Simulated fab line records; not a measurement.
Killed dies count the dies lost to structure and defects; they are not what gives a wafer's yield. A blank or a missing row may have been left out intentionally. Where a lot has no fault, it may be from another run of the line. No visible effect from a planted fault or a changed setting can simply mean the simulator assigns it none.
fab line records	flow sky130
[record] lots = 24	wafers = 72	lastDay = 50
route steps=708 shown FIELD_ISO@16 POLY_CUT@316 SD_N@356 CAPM@537 VIA4@641 PASSIVATION@681
lots untouched by any fault: they come from a run of this same line in which no faults occurred
startH: hours from the record's first day to the start of the lot's first wafer shown	waitH: hours since the lot's step before	" the same as in the row above	L1.1+2: a row that stands for several wafers	- no value, or no start given	* or withheld: withheld	< > ~ a bound
route shown NAME@n: names a module that has steps shown in the file, with the first one's number in the route	usual: mean/standard deviation taken from wafers without a fault	same: alike in all rows	chamber/n: place in a boat	sites: each site's reading	_std_site: standard deviation of those values	_edge_site: mean of outer sites minus mean of inner sites	radiusMm: for every site, how far away it sits from the centre of the wafer	mask NAME#n: copy n	behind: the last tool/chamber to shape the wafer	hold: reason for holding the lot/hours on hold/outcome of the hold	device: whichever transistor did not switch (one of n, p or np)	end of line: at the end of the route, the tests of the same wafers	step lacking rows: just its recipe	killed: count of dies lost to structure and defects at first sort (not the wafer's yield)	map: the dies of a wafer, with x for killed, . for not killed, _ for no die there
set.NAME: the run value of the setting; set.NAME@STEP: its run value at that earlier step	model.NAME: the simulator's own value behind a step, which no gauge read
the route's steps for a sample of lots (tables are steps, rows are wafers)
services: when a tool's chamber went out of use (startH, in hours from the record's first day, below 0 if earlier), for how many hours, and the reason
[[steps]]
[step SKY_FIELD_ISO_ETCH_15]
[recipe] chemistry = CHF3/O2	targetDepthNm = 180	stopOn = Si	sourceW = 600	biasW = 200	pressureMtorr = 40	chf3FlowSccm = 50	O2_flow_sccm = 5	timeS = 72
[usual] chf3FlowSccm = 50.00/0.13	drypumpMotorCurrentA = 5.7/0.49	oesProductAu = 0.947/0.0067	rfFwdPowerW = 595.3/2.4	throttleValvePct = 8.846/0.0087
lot.wafer	tool	chamber	startH	waitH	chf3FlowSccm	drypumpMotorCurrentA	oesProductAu	rfFwdPowerW	rfHoursCounterH	throttleValvePct
L074.1	rieDiel-03	2	30.25	0.0	49.65	5.7	0.943	601.1	125	8.846
L074.2	"	1	"	"	50.17	5.0	0.948	594.4	2	8.851
L074.5	"	1	"	"	50.10	5.0	0.942	594.5	-	8.830
L075.3	rieDiel-04	2	33.10	0.0	50.16	6.4	0.939	595.5	2	8.842
L075.5	"	1	"	"	49.99	5.6	0.942	596.5	-	8.859
L075.6	"	0	"	"	49.94	6.2	0.949	598.4	-	8.845
L076.1	rieDiel-03	0	41.11	0.0	49.79	5.1	0.949	594.8	107	8.848
L076.3	"	1	"	"	49.78	5.0	0.954	594.5	2	8.843
L076.4	"	2	"	"	49.80	5.7	0.950	597.6	125	8.856
L077.2	rieDiel-01	2	43.65	0.0	50.34	6.0	0.952	596.8	4	8.823
L077.4	"	1	"	"	50.20	5.2	0.951	591.1	100	8.857
L077.6	"	3	"	"	49.83	5.8	0.957	592.6	-	8.827
L078.2	rieDiel-03	0	50.13	0.0	50.03	5.1	0.946	592.5	107	8.855
L078.3	"	3	"	"	50.05	5.3	0.940	594.3	95	8.833
L078.4	"	1	"	"	50.04	5.0	0.958	591.4	2	8.856
L079.4	rieDiel-01	0	54.70	0.0	50.28	6.6	0.944	592.0	80	8.838
L079.5	"	1	"	"	49.81	5.2	0.945	592.3	-	8.835
L079.6	"	0	"	"	50.23	6.5	0.951	593.6	-	8.845
L080.3	rieDiel-04	3	59.28	0.0	49.96	5.8	0.943	597.0	7	8.833
L080.4	"	2	"	"	50.25	6.4	0.947	594.5	3	8.839
L080.6	"	3	"	"	49.90	5.8	0.939	595.1	-	8.843
L081.2	rieDiel-03	1	66.58	0.0	49.87	5.0	0.948	594.6	3	8.860
L081.3	"	0	"	"	50.06	5.1	0.954	593.4	107	8.846
L081.5	"	1	"	"	50.11	5.0	0.949	595.3	-	8.844
L082.2	rieDiel-03	0	70.98	0.0	49.85	5.1	0.945	593.9	108	8.849
L082.4	"	1	"	"	49.95	5.0	0.938	597.0	3	8.835
L082.6	"	0	"	"	49.70	5.1	0.927	592.6	-	8.846
L083.1	rieDiel-04	2	74.15	0.0	49.76	6.3	0.946	594.2	3	8.852
L083.3	"	1	"	"	50.10	5.6	0.948	595.3	80	8.847
L083.4	"	3	"	"	50.01	5.8	0.965	597.1	8	8.847
L084.2	rieDiel-04	0	82.51	0.0	50.13	6.2	0.949	598.8	15	8.835
L084.3	"	2	"	"	50.00	6.4	0.944	597.3	3	8.846
L084.6	"	2	"	"	49.93	6.4	0.939	597.2	-	8.835
L085.3	rieDiel-04	2	88.35	0.0	50.16	6.4	0.956	599.8	3	8.859
L085.4	"	0	"	"	49.93	6.2	0.943	598.4	15	8.856
L085.6	"	3	"	"	49.89	5.9	0.954	597.6	-	8.833
L086.2	rieDiel-01	3	92.13	0.0	50.04	5.8	0.941	592.4	5	8.841
L086.5	"	1	"	"	50.15	5.2	0.949	593.7	-	8.844
L086.6	"	2	"	"	49.83	6.1	0.935	590.5	-	8.862
L087.1	rieDiel-03	2	96.78	0.0	50.08	5.7	0.938	595.4	126	8.853
L087.2	"	0	"	"	49.83	5.1	0.948	591.4	108	8.848
L087.4	"	0	"	"	49.87	5.1	0.948	594.2	-	8.842
L088.1	rieDiel-03	2	101.55	0.0	50.11	5.8	0.938	597.5	127	8.842
L088.3	"	0	"	"	49.93	5.1	0.952	590.5	108	8.837
L088.6	"	1	"	"	49.90	5.0	0.949	593.6	-	8.855
L089.4	rieDiel-04	3	106.16	0.0	50.12	5.9	0.943	597.4	9	8.837
L089.5	"	2	"	"	50.04	6.4	0.950	593.6	-	8.861
L089.6	"	3	"	"	50.06	5.9	0.952	598.2	-	8.851
L090.1	rieDiel-03	1	112.03	0.0	49.81	5.0	0.946	597.2	4	8.844
L090.4	"	3	"	"	49.92	5.2	0.939	596.3	96	8.836
L090.6	"	2	"	"	49.74	5.8	0.939	601.8	-	8.835
L091.4	rieDiel-03	1	117.28	0.0	50.05	5.0	0.958	594.5	4	8.843
L091.5	"	3	"	"	50.05	5.3	0.964	598.7	-	8.852
L091.6	"	2	"	"	50.06	5.7	0.955	594.8	-	8.857
L092.4	rieDiel-01	1	122.43	0.0	50.13	5.1	0.943	592.2	101	8.837
L092.5	"	0	"	"	50.08	6.5	0.941	598.3	-	8.845
L092.6	"	1	"	"	50.21	5.2	0.944	592.6	-	8.844
L093.3	rieDiel-01	3	130.18	0.0	50.19	5.7	0.940	594.9	5	8.848
L093.5	"	1	"	"	50.27	5.2	0.943	591.8	-	8.837
L093.6	"	0	"	"	50.01	6.5	0.944	594.8	-	8.843
L094.2	rieDiel-03	0	135.76	0.0	49.90	5.1	0.949	595.9	109	8.844
L094.3	"	1	"	"	50.12	5.0	0.945	597.2	4	8.861
L094.4	"	3	"	"	50.05	5.3	0.938	597.1	97	8.865
L095.1	rieDiel-04	1	137.90	0.0	49.88	5.6	0.943	598.4	80	8.849
L095.2	"	2	"	"	50.06	6.4	0.953	594.7	5	8.843
L095.5	"	1	"	"	49.96	5.6	0.943	597.2	-	8.848
L096.1	rieDiel-04	1	142.51	0.0	50.21	5.6	0.948	596.2	81	8.841
L096.2	"	2	"	"	50.08	6.4	0.942	593.4	5	8.845
L096.4	"	0	"	"	49.96	6.2	0.950	596.9	16	8.852
L097.3	rieDiel-01	1	150.35	0.0	50.36	5.1	0.951	592.8	101	8.848
L097.4	"	3	"	"	50.00	5.8	0.949	593.6	5	8.854
L097.5	"	2	"	"	50.08	6.1	0.952	593.5	-	8.850
[step SKY_POLY_CUT_OVL_MEAS_09]
[usual] POLY_CUT_OVL = 0/5
lot.wafer	tool	chamber	startH	waitH	POLY_CUT_OVL[nm]
L075.3	overlay-01	-	555.43	0.1	-1
L075.5	"	-	"	"	6
L075.6	"	-	"	"	9
L074.1	overlay-01	-	556.61	0.1	-1
L074.2	"	-	"	"	3
L074.5	"	-	"	"	1
L076.1	overlay-01	-	576.51	0.1	9
L076.3	"	-	"	"	7
L076.4	"	-	"	"	8
L077.2	overlay-02	-	580.82	0.1	-8
L077.4	"	-	"	"	-4
L077.6	"	-	"	"	-4
L078.2	overlay-02	-	599.57	0.1	16
L078.3	"	-	"	"	6
L078.4	"	-	"	"	7
L080.3	overlay-02	-	625.02	0.1	1
L080.4	"	-	"	"	-1
L080.6	"	-	"	"	2
L079.4	overlay-02	-	626.78	0.1	-1
L079.5	"	-	"	"	7
L079.6	"	-	"	"	4
L081.2	overlay-02	-	630.82	0.1	5
L081.3	"	-	"	"	4
L081.5	"	-	"	"	1
L082.2	overlay-01	-	634.87	0.1	0
L082.4	"	-	"	"	1
L082.6	"	-	"	"	4
L083.1	overlay-02	-	640.21	0.1	1
L083.3	"	-	"	"	-6
L083.4	"	-	"	"	-7
L084.2	overlay-02	-	645.56	0.1	-4
L084.3	"	-	"	"	-8
L084.6	"	-	"	"	-2
L085.3	overlay-02	-	663.47	0.1	-3
L085.4	"	-	"	"	-3
L085.6	"	-	"	"	-5
L086.2	overlay-01	-	665.01	0.1	-5
L086.5	"	-	"	"	-1
L086.6	"	-	"	"	-4
L087.1	overlay-01	-	678.96	0.1	1
L087.2	"	-	"	"	4
L087.4	"	-	"	"	4
L088.1	overlay-02	-	686.71	0.1	-9
L088.3	"	-	"	"	-10
L088.6	"	-	"	"	-6
L089.4	overlay-02	-	688.93	0.1	-5
L089.5	"	-	"	"	-4
L089.6	"	-	"	"	-9
L090.1	overlay-01	-	698.61	0.1	1
L090.4	"	-	"	"	4
L090.6	"	-	"	"	-1
L091.4	overlay-02	-	700.58	0.1	4
L091.5	"	-	"	"	-4
L091.6	"	-	"	"	-6
L092.4	overlay-02	-	704.33	0.1	1
L092.5	"	-	"	"	0
L092.6	"	-	"	"	5
L093.3	overlay-01	-	716.12	0.1	-4
L093.5	"	-	"	"	0
L093.6	"	-	"	"	-3
L094.2	overlay-02	-	724.46	0.1	-2
L094.3	"	-	"	"	-8
L094.4	"	-	"	"	-7
L095.1	overlay-01	-	724.51	0.1	2
L095.2	"	-	"	"	10
L095.5	"	-	"	"	3
L096.1	overlay-01	-	730.91	0.1	6
L096.2	"	-	"	"	-1
L096.4	"	-	"	"	-1
L097.3	overlay-02	-	744.78	0.1	3
L097.4	"	-	"	"	4
L097.5	"	-	"	"	0
[step SKY_SD_N_RTA_14]
[recipe] tempC = 1075	timeS = 2	idleTempC = 650	rampUpCPerS = 150	rampDownCPerS = 90	ambient = N2
[usual] lampPowerPct = 15.73/0.056	rampDownCPerS = 90.002/0.015	rampUpCPerS = 150.00/0.027	wafer_temp_C_max = 1078.1/1.4
lot.wafer	tool	chamber	startH	waitH	lampPowerPct	rampDownCPerS	rampUpCPerS	wafer_temp_C_max
L075.3	rtpAnneal-02	0	644.74	0.0	15.82	90.009	150.04	1077.8
L075.5	"	0	"	"	15.76	89.969	149.99	1078.8
L075.6	"	0	"	"	15.84	90.024	149.99	1076.4
L074.1	rtpAnneal-01	0	645.71	0.0	15.76	90.001	150.00	1077.0
L074.2	"	0	"	"	15.71	90.023	149.98	1079.9
L074.5	"	0	"	"	15.69	89.988	150.01	1077.3
L076.1	rtpAnneal-02	0	664.31	0.0	15.70	90.006	150.00	1079.1
L076.3	"	0	"	"	15.76	90.004	149.99	1076.7
L076.4	"	0	"	"	15.71	89.986	149.99	1077.0
L077.2	rtpAnneal-01	0	667.32	0.0	15.64	90.013	150.01	1076.0
L077.4	"	0	"	"	15.80	89.994	150.00	1077.0
L077.6	"	0	"	"	15.63	89.978	149.96	1076.0
L078.2	rtpAnneal-02	0	684.07	0.0	15.75	90.016	150.05	1079.0
L078.3	"	0	"	"	15.71	89.981	150.00	1079.4
L078.4	"	0	"	"	15.81	90.012	149.99	1079.7
L080.3	rtpAnneal-01	0	705.68	0.0	15.69	90.015	150.01	1075.1
L080.4	"	0	"	"	15.74	90.005	149.98	1079.1
L080.6	"	0	"	"	15.80	90.010	150.01	1077.4
L079.4	rtpAnneal-02	0	707.93	0.0	15.74	90.009	150.01	1076.9
L079.5	"	0	"	"	15.66	89.997	150.05	1078.2
L079.6	"	0	"	"	15.70	90.010	150.05	1078.8
L081.2	rtpAnneal-01	0	711.92	0.0	15.80	90.016	149.96	1077.9
L081.3	"	0	"	"	15.75	89.990	150.03	1079.1
L081.5	"	0	"	"	15.66	89.987	149.95	1077.8
L082.2	rtpAnneal-02	0	714.22	0.0	15.78	90.039	149.97	1077.3
L082.4	"	0	"	"	15.76	90.017	150.02	1076.0
L082.6	"	0	"	"	15.74	89.999	150.02	1080.3
L083.1	rtpAnneal-01	0	719.37	0.0	15.83	89.987	150.03	1077.1
L083.3	"	0	"	"	15.69	90.007	150.03	1078.3
L083.4	"	0	"	"	15.64	89.967	149.95	1077.9
L084.2	rtpAnneal-02	0	723.69	0.0	15.79	90.032	149.98	1076.8
L084.3	"	0	"	"	15.79	89.993	150.01	1077.4
L084.6	"	0	"	"	15.79	89.985	150.02	1083.0
L085.3	rtpAnneal-01	0	741.90	0.0	15.78	89.983	150.02	1079.7
L085.4	"	0	"	"	15.69	90.012	149.97	1079.8
L085.6	"	0	"	"	15.78	89.992	150.05	1078.7
L086.2	rtpAnneal-02	0	743.57	0.0	15.58	89.995	150.01	1078.7
L086.5	"	0	"	"	15.73	90.022	150.01	1076.9
L086.6	"	0	"	"	15.63	90.003	149.97	1078.9
L087.1	rtpAnneal-01	0	758.78	0.0	15.86	89.984	150.01	1077.5
L087.2	"	0	"	"	15.75	90.016	150.01	1076.4
L087.4	"	0	"	"	15.74	89.998	149.97	1077.2
L088.1	rtpAnneal-02	0	766.51	0.0	15.74	89.985	150.02	1077.9
L088.3	"	0	"	"	15.69	90.001	150.00	1078.8
L088.6	"	0	"	"	15.70	90.035	149.99	1077.4
L089.4	rtpAnneal-01	0	768.84	0.0	15.61	90.003	150.05	1078.7
L089.5	"	0	"	"	15.74	89.990	149.97	1078.9
L089.6	"	0	"	"	15.64	90.015	149.98	1076.6
L090.1	rtpAnneal-02	0	778.23	0.0	15.78	90.021	149.99	1075.6
L090.4	"	0	"	"	15.83	89.970	150.03	1078.6
L090.6	"	0	"	"	15.71	89.981	149.99	1078.2
L091.4	rtpAnneal-01	0	780.35	0.0	15.69	90.016	149.97	1077.5
L091.5	"	0	"	"	15.70	90.021	149.98	1078.9
L091.6	"	0	"	"	15.77	89.971	149.97	1079.1
L092.4	rtpAnneal-02	0	782.89	0.0	15.74	89.999	150.02	1077.6
L092.5	"	0	"	"	15.85	89.999	149.98	1076.3
L092.6	"	0	"	"	15.84	89.963	150.02	1078.1
L093.3	rtpAnneal-01	0	796.43	0.0	15.76	90.021	150.02	1079.2
L093.5	"	0	"	"	15.70	90.018	149.99	1078.5
L093.6	"	0	"	"	15.78	89.973	150.07	1077.4
L094.2	rtpAnneal-02	0	804.82	0.0	15.69	89.987	149.96	1075.4
L094.3	"	0	"	"	15.69	90.010	149.99	1078.8
L094.4	"	0	"	"	15.77	90.004	149.97	1077.6
L095.1	rtpAnneal-01	0	805.68	0.0	15.74	89.993	150.03	1079.6
L095.2	"	0	"	"	15.58	90.024	150.01	1078.8
L095.5	"	0	"	"	15.72	90.009	150.00	1077.2
L096.1	rtpAnneal-02	0	810.81	0.0	15.69	90.017	149.98	1079.4
L096.2	"	0	"	"	15.65	90.011	149.99	1077.7
L096.4	"	0	"	"	15.73	90.003	149.99	1078.0
L097.3	rtpAnneal-01	0	823.18	0.0	15.80	90.008	149.99	1077.6
L097.4	"	0	"	"	15.66	90.005	150.00	1078.5
L097.5	"	0	"	"	15.74	89.995	150.00	1076.6
[step SKY_CAPM_CVD_00]
[recipe] material = SiO2	targetThkNm = 15.5	tempC = 400	timeS = withheld	rfW = 450
[usual] heaterPowerW = 663/100	rfFwdPowerW = 442.8/2.7
lot.wafer	tool	chamber	startH	waitH	heaterPowerW	rfFwdPowerW
L075.3	pecvd-03	0	841.85	0.0	692	442.0
L075.5	"	0	"	"	681	443.2
L075.6	"	2	"	"	795	446.0
L074.1	pecvd-04	0	843.07	0.0	831	443.6
L074.2	"	1	"	"	757	441.9
L074.5	"	0	"	"	855	442.3
L076.1	pecvd-04	2	859.65	0.0	674	445.0
L076.3	"	1	"	"	797	443.1
L076.4	"	2	"	"	658	446.0
L077.2	pecvd-03	2	864.33	0.0	780	444.8
L077.4	"	1	"	"	674	440.8
L077.6	"	2	"	"	782	442.2
L078.2	pecvd-04	0	881.46	0.0	775	443.1
L078.3	"	1	"	"	767	443.5
L078.4	"	1	"	"	790	444.7
L080.3	pecvd-01	2	900.74	0.0	557	439.0
L080.4	"	0	"	"	519	445.7
L080.6	"	2	"	"	555	438.9
L079.4	pecvd-04	0	901.78	0.0	767	441.2
L079.5	"	2	"	"	674	445.9
L079.6	"	1	"	"	715	446.0
L081.2	pecvd-01	1	907.85	0.0	511	441.3
L081.3	"	1	"	"	501	439.9
L081.5	"	1	"	"	501	440.4
L082.2	pecvd-03	1	909.51	0.0	652	438.0
L082.4	"	0	"	"	621	442.1
L082.6	"	1	"	"	638	438.3
L083.1	pecvd-03	2	915.40	0.0	787	446.5
L083.3	"	0	"	"	603	442.4
L083.4	"	0	"	"	617	442.9
L084.2	pecvd-04	0	918.92	0.0	875	442.7
L084.3	"	1	"	"	809	444.0
L084.6	"	1	"	"	803	443.5
L085.3	pecvd-04	1	934.94	0.0	860	444.3
L085.4	"	2	"	"	651	445.4
L085.6	"	2	"	"	636	446.2
L086.2	pecvd-04	2	940.11	0.0	692	445.2
L086.5	"	2	"	"	685	445.5
L086.6	"	1	"	"	700	443.9
L087.1	pecvd-01	0	949.46	0.0	558	444.1
L087.2	"	2	"	"	607	440.3
L087.4	"	1	"	"	513	440.4
L088.1	pecvd-04	0	956.07	0.0	750	440.9
L088.3	"	1	"	"	749	447.4
L088.6	"	2	"	"	645	445.1
L089.4	pecvd-01	2	957.41	0.0	625	437.4
L089.5	"	0	"	"	615	443.8
L089.6	"	1	"	"	508	441.9
L090.1	pecvd-04	0	968.41	0.0	702	443.0
L090.4	"	0	"	"	720	442.1
L090.6	"	1	"	"	836	442.7
L091.4	pecvd-01	1	970.28	0.0	562	438.7
L091.5	"	0	"	"	569	443.7
L091.6	"	2	"	"	537	443.9
L092.4	pecvd-03	1	973.71	0.0	720	438.3
L092.5	"	0	"	"	623	439.7
L092.6	"	2	"	"	765	446.0
L093.3	pecvd-01	0	983.75	0.0	629	446.9
L093.5	"	0	"	"	626	445.3
L093.6	"	1	"	"	495	438.8
L094.2	pecvd-01	1	992.51	0.0	457	439.2
L094.3	"	0	"	"	597	443.8
L094.4	"	1	"	"	471	439.5
L095.1	pecvd-04	0	994.98	0.0	828	440.0
L095.2	"	1	"	"	677	443.1
L095.5	"	1	"	"	677	445.3
L096.1	pecvd-01	1	998.59	0.0	582	442.4
L096.2	"	2	"	"	619	437.9
L096.4	"	0	"	"	583	445.7
L097.3	pecvd-01	2	1005.50	0.0	552	437.9
L097.4	"	2	"	"	571	439.8
L097.5	"	1	"	"	561	440.1
[step SKY_VIA4_CMP_02]
[recipe] material = SiO2	downForcePsi = 4	platenRpm = 60	padVelocityMS = 0.94248
[usual] motorCurrentA = 12.3/0.98
lot.wafer	tool	chamber	startH	waitH	motorCurrentA
L075.3	cmp-01	0	970.90	0.1	11.1
L075.5	"	3	"	"	10.8
L075.6	"	0	"	"	11.2
L074.1	cmp-01	1	972.66	0.1	13.1
L074.2	"	2	"	"	12.9
L074.5	"	1	"	"	13.2
L076.3	cmp-01	0	989.41	0.0	10.6
L076.4	"	1	"	"	13.1
L076.1	"	3	"	"	10.4
L077.4	cmp-01	0	994.67	0.1	11.3
L077.2	"	2	"	"	12.8
L077.6	"	3	"	"	10.9
L078.4	cmp-01	0	1008.03	0.1	10.7
L078.2	"	1	"	"	13.0
L078.3	"	2	"	"	11.7
L080.4	cmp-02	1	1025.51	0.0	12.4
L080.3	"	2	"	"	12.0
L080.6	"	2	"	"	11.7
L079.4	cmp-02	2	1027.61	0.1	12.1
L079.6	"	1	"	"	12.3
L079.5	"	2	"	"	11.8
L081.2	cmp-01	1	1032.28	0.1	12.2
L081.3	"	2	"	"	12.4
L081.5	"	3	"	"	10.4
L082.2	cmp-02	3	1034.42	0.0	12.9
L082.4	"	2	"	"	12.0
L082.6	"	3	"	"	12.8
L083.3	cmp-01	2	1038.96	0.1	11.8
L083.4	"	3	"	"	11.1
L083.1	"	0	"	"	10.6
L084.2	cmp-02	1	1043.65	0.0	11.9
L084.3	"	3	"	"	13.5
L084.6	"	2	"	"	12.1
L085.4	cmp-02	2	1057.06	0.1	11.8
L085.3	"	0	"	"	13.7
L085.6	"	2	"	"	11.6
L086.2	cmp-01	0	1062.93	1.0	10.6
L086.5	"	2	"	"	12.5
L086.6	"	3	"	"	10.9
L087.2	cmp-02	2	1069.10	0.1	12.6
L087.4	"	3	"	"	13.1
L087.1	"	0	"	"	13.7
L088.1	cmp-02	3	1072.41	0.1	13.4
L088.3	"	0	"	"	12.8
L088.6	"	0	"	"	12.7
L089.4	cmp-01	3	1073.67	0.1	9.8
L089.5	"	1	"	"	12.7
L089.6	"	2	"	"	12.7
L090.4	cmp-02	2	1087.03	0.2	12.4
L090.1	"	1	"	"	12.7
L090.6	"	2	"	"	11.8
L091.4	cmp-02	1	1088.02	0.2	12.6
L091.6	"	2	"	"	11.5
L091.5	"	3	"	"	12.8
L092.4	cmp-02	3	1090.84	0.1	13.2
L092.6	"	1	"	"	12.2
L092.5	"	2	"	"	12.1
L093.3	cmp-02	2	1095.86	0.0	12.3
L093.6	"	2	"	"	12.6
L093.5	"	3	"	"	13.2
L094.3	cmp-02	3	1105.79	0.0	13.7
L094.4	"	0	"	"	13.3
L094.2	"	1	"	"	13.4
L095.1	cmp-01	2	1107.80	0.1	12.4
L095.2	"	0	"	"	10.5
L095.5	"	1	"	"	12.9
L096.1	cmp-02	0	1108.68	0.1	13.1
L096.2	"	2	"	"	12.2
L096.4	"	3	"	"	12.6
L097.3	cmp-01	0	1115.36	0.1	11.4
L097.4	"	1	"	"	12.9
L097.5	"	3	"	"	10.5
[step SKY_PASSIVATION_CVD_00]
[recipe] material = SiO2	targetThkNm = 90	tempC = 400	timeS = withheld	rfW = 600
[usual] heaterPowerW = 593/87	rfFwdPowerW = 589/3.6
lot.wafer	tool	chamber	startH	waitH	heaterPowerW	rfFwdPowerW
L075.3	pecvd-03	2	1020.44	0.0	728	595
L075.5	"	2	"	"	704	594
L075.6	"	0	"	"	533	591
L074.1	pecvd-01	1	1022.96	0.0	516	582
L074.2	"	2	"	"	541	587
L074.5	"	2	"	"	553	585
L076.1	pecvd-01	1	1036.60	0.0	487	587
L076.3	"	0	"	"	595	592
L076.4	"	2	"	"	567	586
L077.2	pecvd-02	0	1041.84	0.0	775	587
L077.4	"	1	"	"	726	587
L077.6	"	0	"	"	784	588
L078.2	pecvd-03	2	1053.80	0.0	710	590
L078.3	"	1	"	"	622	588
L078.4	"	1	"	"	625	586
L080.3	pecvd-01	1	1069.48	0.0	435	588
L080.4	"	2	"	"	566	587
L080.6	"	0	"	"	496	590
L079.4	pecvd-02	0	1071.36	0.0	703	588
L079.5	"	2	"	"	582	588
L079.6	"	1	"	"	742	584
L081.2	pecvd-02	2	1076.16	0.0	647	585
L081.3	"	1	"	"	733	585
L081.5	"	0	"	"	676	588
L082.2	pecvd-03	2	1078.23	0.0	698	590
L082.4	"	2	"	"	705	592
L082.6	"	2	"	"	699	592
L083.1	pecvd-01	2	1082.94	0.0	574	586
L083.3	"	1	"	"	494	585
L083.4	"	1	"	"	495	587
L084.2	pecvd-03	1	1086.25	0.0	547	588
L084.3	"	2	"	"	640	596
L084.6	"	1	"	"	571	589
L085.3	pecvd-03	1	1099.99	0.0	567	586
L085.4	"	2	"	"	697	595
L085.6	"	1	"	"	604	585
L086.2	pecvd-03	1	1106.40	0.0	556	588
L086.5	"	0	"	"	624	590
L086.6	"	1	"	"	549	588
L087.1	pecvd-01	2	1112.01	0.0	525	589
L087.2	"	0	"	"	524	590
L087.4	"	2	"	"	518	588
L088.1	pecvd-03	0	1115.17	0.0	627	587
L088.3	"	2	"	"	620	597
L088.6	"	0	"	"	630	587
L089.4	pecvd-01	2	1116.31	0.0	563	584
L089.5	"	0	"	"	500	591
L089.6	"	1	"	"	514	590
L090.1	pecvd-01	0	1129.45	0.0	468	592
L090.4	"	0	"	"	471	592
L090.6	"	2	"	"	532	588
L091.4	pecvd-02	2	1130.45	0.0	545	585
L091.5	"	0	"	"	700	589
L091.6	"	1	"	"	660	588
L092.4	pecvd-01	1	1133.38	0.0	443	586
L092.5	"	2	"	"	444	585
L092.6	"	0	"	"	548	595
L093.3	pecvd-01	0	1136.55	0.0	574	593
L093.5	"	2	"	"	582	589
L093.6	"	1	"	"	417	585
L094.2	pecvd-01	1	1146.46	0.0	529	587
L094.3	"	2	"	"	530	585
L094.4	"	0	"	"	579	593
L095.1	pecvd-03	0	1147.75	0.0	536	589
L095.2	"	2	"	"	677	595
L095.5	"	0	"	"	528	590
L096.1	pecvd-02	0	1149.84	0.0	783	591
L096.2	"	2	"	"	672	582
L096.4	"	2	"	"	695	582
L097.3	pecvd-01	1	1154.25	0.0	503	583
L097.4	"	2	"	"	570	586
L097.5	"	0	"	"	536	592
[[services]]
tool	chamber	startH	hours	kind
cmp-02	-	7.56	2.2	repair
cmp-02	-	36.49	1.2	repair
cmp-02	-	72.74	3.2	repair
pecvd-03	-	76.25	1.1	repair
pecvd-01	1	90.81	11.0	repair
cmp-02	-	116.37	2.0	repair
pecvd-01	1	127.20	9.8	repair
pecvd-01	0	129.67	12.2	repair
pecvd-03	-	160.14	2.8	pm
cmp-02	-	160.73	0.9	repair
cmp-02	-	218.84	2.2	repair
cmp-02	-	227.05	3.7	pm
cmp-02	-	232.17	4.0	pm
cmp-02	-	243.94	2.0	repair
cmp-02	-	254.16	1.0	repair
pecvd-01	-	552.39	0.6	repair
pecvd-01	1	558.21	16.3	repair
pecvd-01	-	636.52	2.8	pm
pecvd-01	0	673.89	10.2	repair
pecvd-01	-	743.36	14.6	pm
pecvd-01	1	765.39	5.4	repair
pecvd-01	0	767.70	15.5	repair
pecvd-01	-	1012.18	2.6	repair
pecvd-01	2	1099.30	11.9	repair
[[key]]
fault none
